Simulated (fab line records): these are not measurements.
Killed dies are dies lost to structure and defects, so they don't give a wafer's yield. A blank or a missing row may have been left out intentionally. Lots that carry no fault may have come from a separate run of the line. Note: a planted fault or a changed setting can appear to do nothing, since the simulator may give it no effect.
fab line records + flow sky130 + part 2 of 2: steps 26 to 35 of 35
record
- lots=5
- wafers=15
- last-day=50
route steps=708 shown CAPM@544 METAL3@555 VIA3@573
lots that met no fault: taken from a fault-free run of the same line
start-h: hours from the record's first day to the start of the lot's first wafer shown + wait-h: time in hours since the lot's previous step + " same as the row above + L1.1+2: several wafers, shown together as one row + - either no value or no given start + * or withheld: withheld + < > ~ a bound
route shown NAME@n: NAME is a module with steps in the file, n the number in the route of the first one + usual: the fault-free wafers' mean and standard deviation + same: alike in all rows + chamber/n: place in a boat + sites: the reading at each site + _std_site: standard deviation of those values + _edge_site: outer sites' mean less inner sites' + radius-mm: how far each site lies from the wafer's centre + mask NAME#n: copy n + behind: tool/chamber where the wafer was last shaped + hold: what put the lot on hold/how long, in hours/how the hold closed + device: the n, p or np transistor that did not switch + end of line: the tests these same wafers got at the end of their route + a step with no rows: only its recipe + killed: the dies lost at the first sort to structure and to defects; this is not the yield of the wafer + map: a wafer's dies, marking killed ones x, the rest . and places with no die _
set.NAME: the setting that was run; set.NAME@STEP: the one run at that earlier step + model.NAME: the simulator's own value behind a step, which no gauge read
lots seen at some steps along the route; tables by step, rows by wafer
services: when a tool's chamber went out of use (start-h, in hours from the record's first day, below 0 if earlier), for how many hours, and the reason
## steps
# step SKY_METAL3_STRIP_19
# recipe
- chemistry=O2/N2
- power-w=1400
- pressure-mtorr=1500
- platen-temp-c=withheld
- o2-flow-sccm=3000
- n2-flow-sccm=300
- overash-fraction=0.5
# usual
- drypump-motor-current-A=5.7/0.48
- oes-product-au=0.503/0.0056
- strip-time-to-endpoint-s=6.54/0.088
| lot.wafer | tool            | chamber | start-h | wait-h | drypump-motor-current-A | oes-product-au | rf-hours-counter-h | strip-time-to-endpoint-s |
|-----------|-----------------|---------|---------|--------|-------------------------|----------------|--------------------|--------------------------|
| L075.1    | plasma-asher-02 | 0       | 921.55  | 0.1    | 5.4                     | 0.508          | 18                 | 6.45                     |
| L075.2    | "               | 1       | "       | "      | 6.1                     | 0.493          | 18                 | 6.51                     |
| L075.6    | "               | 1       | "       | "      | 6.0                     | 0.500          | -                  | 6.54                     |
| L080.2    | plasma-asher-04 | 1       | 948.35  | 0.1    | 5.7                     | 0.500          | 110                | 6.59                     |
| L080.5    | "               | 1       | "       | "      | 5.7                     | 0.511          | -                  | 6.46                     |
| L080.6    | "               | 0       | "       | "      | 5.0                     | 0.506          | -                  | 6.64                     |
| L088.2    | plasma-asher-02 | 1       | 1007.45 | 0.1    | 6.0                     | 0.506          | 25                 | 6.60                     |
| L088.5    | "               | 1       | "       | "      | 6.0                     | 0.511          | -                  | 6.52                     |
| L088.6    | "               | 0       | "       | "      | 5.4                     | 0.506          | -                  | 6.60                     |
| L093.1    | plasma-asher-01 | 0       | 1033.15 | 0.3    | 5.3                     | 0.501          | 88                 | 6.58                     |
| L093.4    | "               | 1       | "       | "      | 6.5                     | 0.496          | -                  | 6.63                     |
| L093.6    | "               | 0       | "       | "      | 5.3                     | 0.502          | -                  | 6.60                     |
| L095.4    | plasma-asher-04 | 1       | 1045.56 | 0.2    | 5.6                     | 0.494          | -                  | 6.42                     |
| L095.5    | "               | 1       | "       | "      | 5.7                     | 0.497          | -                  | 6.39                     |
| L095.6    | "               | 0       | "       | "      | 5.0                     | 0.492          | -                  | 6.37                     |
# step SKY_METAL3_STRIP_20
# recipe
- chemistry=post-etch-residue-remover
- time-s=1200
- temp-c=72.5
# usual
- bath-guard-temp-C=72.7/0.46
| lot.wafer | tool         | chamber | start-h | wait-h | bath-guard-temp-C |
|-----------|--------------|---------|---------|--------|-------------------|
| L075.1    | wet-bench-03 | 1       | 921.65  | 0.1    | 72.2              |
| L075.2    | "            | 1       | "       | "      | 72.3              |
| L075.6    | "            | 1       | "       | "      | 72.2              |
| L080.2    | wet-bench-04 | 1       | 948.45  | 0.1    | 72.9              |
| L080.5    | "            | 1       | "       | "      | 72.4              |
| L080.6    | "            | 1       | "       | "      | 72.7              |
| L088.2    | wet-bench-02 | 0       | 1007.55 | 0.1    | 72.7              |
| L088.5    | "            | 0       | "       | "      | 72.5              |
| L088.6    | "            | 0       | "       | "      | 72.3              |
| L093.1    | wet-bench-02 | 0       | 1033.25 | 0.1    | 72.1              |
| L093.4    | "            | 0       | "       | "      | 72.4              |
| L093.6    | "            | 0       | "       | "      | 72.5              |
| L095.4    | wet-bench-04 | 2       | 1045.63 | 0.0    | 72.2              |
| L095.5    | "            | 2       | "       | "      | 72.4              |
| L095.6    | "            | 2       | "       | "      | 72.5              |
# step SKY_METAL3_CLEAN_21
# recipe
- chemistry=IPA
- time-s=180
- temp-c=25
| lot.wafer  | tool         | chamber | start-h | wait-h |
|------------|--------------|---------|---------|--------|
| L075.1+2+6 | wet-bench-02 | 3       | 922.02  | 0.0    |
| L080.2+5+6 | wet-bench-03 | 2       | 948.79  | 0.0    |
| L088.2+5+6 | wet-bench-03 | 1       | 1007.89 | 0.0    |
| L093.1+4+6 | wet-bench-03 | 2       | 1033.62 | 0.0    |
| L095.4+5+6 | wet-bench-02 | 0       | 1046.03 | 0.0    |
# step SKY_METAL3_CLEAN_22
# recipe
- chemistry=O3/DIW
- dry=n2-spin
| lot.wafer  | tool         | chamber | start-h | wait-h |
|------------|--------------|---------|---------|--------|
| L075.1+2+6 | wet-bench-03 | 2       | 922.08  | 0.0    |
| L080.2+5+6 | wet-bench-02 | 2       | 948.85  | 0.0    |
| L088.2+5+6 | wet-bench-02 | 0       | 1007.95 | 0.0    |
| L093.1+4+6 | wet-bench-02 | 3       | 1033.69 | 0.0    |
| L095.4+5+6 | wet-bench-04 | 3       | 1046.09 | 0.0    |
# step SKY_VIA3_HDPCVD_00
# recipe
- material=SiO2
- target-thk-nm=1635
- sigma-open-frac=0.3
- time-s=280.7
- temp-c=400
- sih4-flow-sccm=60
- pressure-mtorr=6
| lot.wafer  | tool      | chamber | start-h | wait-h |
|------------|-----------|---------|---------|--------|
| L075.1+2+6 | hdpcvd-02 | 1,2,2   | 922.18  | 0.0    |
| L080.2+5+6 | hdpcvd-02 | 1,1,2   | 948.95  | 0.0    |
| L088.2+5+6 | hdpcvd-01 | 1,0,1   | 1008.04 | 0.0    |
| L093.1+4+6 | hdpcvd-01 | 2,0,1   | 1033.79 | 0.0    |
| L095.4+5+6 | hdpcvd-02 | 2,2,1   | 1046.29 | 0.1    |
# step SKY_VIA3_THK_MEAS_01
# recipe
- reads=SiO2_of_VIA3_HDPCVD_00
# usual
- VIA3_HDPCVD_THK=1688/16
| lot.wafer | tool          | chamber | start-h | wait-h | VIA3_HDPCVD_THK[nm] |
|-----------|---------------|---------|---------|--------|---------------------|
| L075.1    | film-metro-01 | -       | 922.35  | 0.1    | 1687                |
| L075.2    | "             | -       | "       | "      | 1723                |
| L075.6    | "             | -       | "       | "      | 1723                |
| L080.2    | film-metro-04 | -       | 949.13  | 0.1    | 1683                |
| L080.5    | "             | -       | "       | "      | 1687                |
| L080.6    | "             | -       | "       | "      | 1707                |
| L088.2    | film-metro-02 | -       | 1008.22 | 0.1    | 1691                |
| L088.5    | "             | -       | "       | "      | 1704                |
| L088.6    | "             | -       | "       | "      | 1704                |
| L093.1    | film-metro-02 | -       | 1033.96 | 0.1    | 1669                |
| L093.4    | "             | -       | "       | "      | 1684                |
| L093.6    | "             | -       | "       | "      | 1676                |
| L095.4    | film-metro-02 | -       | 1046.48 | 0.1    | 1694                |
| L095.5    | "             | -       | "       | "      | 1698                |
| L095.6    | "             | -       | "       | "      | 1696                |
# step SKY_VIA3_CMP_02
# recipe
- material=SiO2
- down-force-psi=4
- platen-rpm=60
- pad-velocity-m-s=0.94248
# usual
- motor-current-A=12.3/0.93
- platen-rpm=60.00/0.036
- retaining-ring-pressure-frac=1.000/0.0042
- slurry-flow-ml-min=150.1/0.47
| lot.wafer | tool   | chamber | start-h | wait-h | motor-current-A | platen-rpm | retaining-ring-pressure-frac | slurry-flow-ml-min |
|-----------|--------|---------|---------|--------|-----------------|------------|------------------------------|--------------------|
| L075.1    | cmp-02 | 1       | 922.41  | 0.1    | 12.8            | 60.02      | 0.997                        | 149.7              |
| L075.2    | "      | 3       | "       | "      | 12.6            | 60.04      | 0.997                        | 149.6              |
| L075.6    | "      | 2       | "       | "      | 11.4            | 60.02      | 1.004                        | 150.7              |
| L080.2    | cmp-02 | 1       | 949.28  | 0.1    | 12.7            | 59.99      | 0.998                        | 150.2              |
| L080.6    | "      | 3       | "       | "      | 12.5            | 60.03      | 1.001                        | 150.6              |
| L080.5    | "      | 0       | "       | "      | 9.6             | 59.93      | 0.996                        | 150.2              |
| L088.2    | cmp-01 | 0       | 1008.62 | 0.4    | 13.0            | 59.99      | 0.996                        | 150.9              |
| L088.6    | "      | 3       | "       | "      | 12.3            | 59.97      | 0.995                        | 150.6              |
| L088.5    | "      | 0       | "       | "      | 12.8            | 59.97      | 0.997                        | 150.6              |
| L093.4    | cmp-01 | 3       | 1034.13 | 0.1    | 12.8            | 60.04      | 1.007                        | 150.9              |
| L093.1    | "      | 2       | "       | "      | 12.7            | 59.99      | 0.993                        | 150.4              |
| L093.6    | "      | 3       | "       | "      | 13.3            | 59.99      | 1.004                        | 151.1              |
| L095.4    | cmp-02 | 3       | 1046.56 | 0.1    | 11.8            | 59.95      | 0.997                        | 150.2              |
| L095.5    | "      | 2       | "       | "      | 12.2            | 60.04      | 1.001                        | 150.6              |
| L095.6    | "      | 3       | "       | "      | 11.8            | 60.02      | 1.003                        | 150.8              |
# step SKY_VIA3_BOW_MEAS_03
# recipe
- mode=bow
# usual
- VIA3_BOW=79/7.7
| lot.wafer | tool          | chamber | start-h | wait-h | VIA3_BOW[um] |
|-----------|---------------|---------|---------|--------|--------------|
| L075.1    | film-metro-04 | -       | 922.71  | 0.2    | 85           |
| L075.2    | "             | -       | "       | "      | 60           |
| L075.6    | "             | -       | "       | "      | 69           |
| L080.2    | film-metro-04 | -       | 949.50  | 0.2    | 82           |
| L080.5    | "             | -       | "       | "      | 81           |
| L080.6    | "             | -       | "       | "      | 81           |
| L088.2    | film-metro-04 | -       | 1008.89 | 0.2    | 75           |
| L088.5    | "             | -       | "       | "      | 70           |
| L088.6    | "             | -       | "       | "      | 67           |
| L093.1    | film-metro-02 | -       | 1034.43 | 0.1    | 99           |
| L093.4    | "             | -       | "       | "      | 106          |
| L093.6    | "             | -       | "       | "      | 87           |
| L095.4    | film-metro-02 | -       | 1046.87 | 0.3    | 88           |
| L095.5    | "             | -       | "       | "      | 78           |
| L095.6    | "             | -       | "       | "      | 84           |
# step SKY_VIA3_DEHYDRATE_04
# recipe
- temp-c=200
- time-s=60
# usual
- chill-plate-temp-C=22.99/0.099
| lot.wafer | tool           | chamber | start-h | wait-h | chill-plate-temp-C |
|-----------|----------------|---------|---------|--------|--------------------|
| L075.1    | litho-track-01 | 0       | 934.17  | 11.4   | 23.00              |
| L075.2    | "              | 0       | "       | "      | 22.91              |
| L075.6    | "              | 0       | "       | "      | 23.00              |
| L080.2    | litho-track-01 | 0       | 961.15  | 11.6   | 23.07              |
| L080.5    | "              | 0       | "       | "      | 23.08              |
| L080.6    | "              | 0       | "       | "      | 23.04              |
| L088.2    | litho-track-04 | 0       | 1020.44 | 11.5   | 22.97              |
| L088.5    | "              | 0       | "       | "      | 22.99              |
| L088.6    | "              | 0       | "       | "      | 23.00              |
| L093.1    | litho-track-03 | 0       | 1045.91 | 11.5   | 23.10              |
| L093.4    | "              | 0       | "       | "      | 22.99              |
| L093.6    | "              | 0       | "       | "      | 23.14              |
| L095.4    | litho-track-03 | 0       | 1057.03 | 10.1   | 23.04              |
| L095.5    | "              | 0       | "       | "      | 23.23              |
| L095.6    | "              | 0       | "       | "      | 23.08              |
# step SKY_VIA3_HMDS_05
# recipe
- prime-time-s=60
- prime-temp-c=120
# usual
- chill-plate-temp-C=22.99/0.1
| lot.wafer | tool           | chamber | start-h | wait-h | chill-plate-temp-C |
|-----------|----------------|---------|---------|--------|--------------------|
| L075.1    | litho-track-01 | 0       | 934.32  | 0.1    | 22.92              |
| L075.2    | "              | 0       | "       | "      | 23.06              |
| L075.6    | "              | 0       | "       | "      | 22.95              |
| L080.2    | litho-track-01 | 0       | 961.30  | 0.1    | 23.16              |
| L080.5    | "              | 0       | "       | "      | 23.05              |
| L080.6    | "              | 0       | "       | "      | 22.96              |
| L088.2    | litho-track-04 | 0       | 1020.59 | 0.1    | 23.04              |
| L088.5    | "              | 0       | "       | "      | 23.06              |
| L088.6    | "              | 0       | "       | "      | 23.08              |
| L093.1    | litho-track-03 | 0       | 1046.06 | 0.1    | 23.19              |
| L093.4    | "              | 0       | "       | "      | 23.19              |
| L093.6    | "              | 0       | "       | "      | 23.17              |
| L095.4    | litho-track-03 | 0       | 1057.18 | 0.1    | 22.99              |
| L095.5    | "              | 0       | "       | "      | 22.97              |
| L095.6    | "              | 0       | "       | "      | 23.21              |
## services
| tool             | chamber | start-h | hours | kind   |
|------------------|---------|---------|-------|--------|
| iline-stepper-01 | -       | 864.56  | 6.0   | repair |
| plasma-asher-04  | -       | 868.37  | 3.5   | repair |
| rie-metal-03     | 1       | 871.88  | 25.6  | repair |
| krf-scanner-01   | -       | 880.97  | 0.8   | repair |
| rie-metal-01     | -       | 884.14  | 0.3   | repair |
| iline-stepper-01 | -       | 884.29  | 1.7   | pm     |
| plasma-asher-02  | -       | 900.88  | 0.5   | repair |
| wet-bench-02     | -       | 913.90  | 1.1   | repair |
| iline-stepper-01 | -       | 925.17  | 7.5   | repair |
| krf-scanner-01   | -       | 925.85  | 1.3   | pm     |
| krf-scanner-01   | -       | 930.36  | 1.0   | pm     |
| krf-scanner-01   | -       | 936.25  | 2.2   | repair |
| rie-metal-04     | -       | 937.24  | 2.8   | pm     |
| krf-scanner-01   | -       | 946.63  | 21.0  | pm     |
| plasma-asher-02  | -       | 946.99  | 15.2  | repair |
| plasma-asher-02  | -       | 956.72  | 0.5   | repair |
| plasma-asher-02  | -       | 978.00  | 1.7   | repair |
| rie-metal-03     | 0       | 982.63  | 2.7   | repair |
| krf-scanner-01   | -       | 982.93  | 0.8   | pm     |
| rie-metal-03     | 1       | 984.74  | 4.0   | repair |
| plasma-asher-04  | -       | 1015.52 | 3.1   | repair |
| rie-metal-01     | 0       | 1033.46 | 1.9   | repair |
| rie-metal-01     | 0       | 1042.65 | 16.9  | repair |
| wet-bench-01     | -       | 1049.82 | 1.5   | repair |
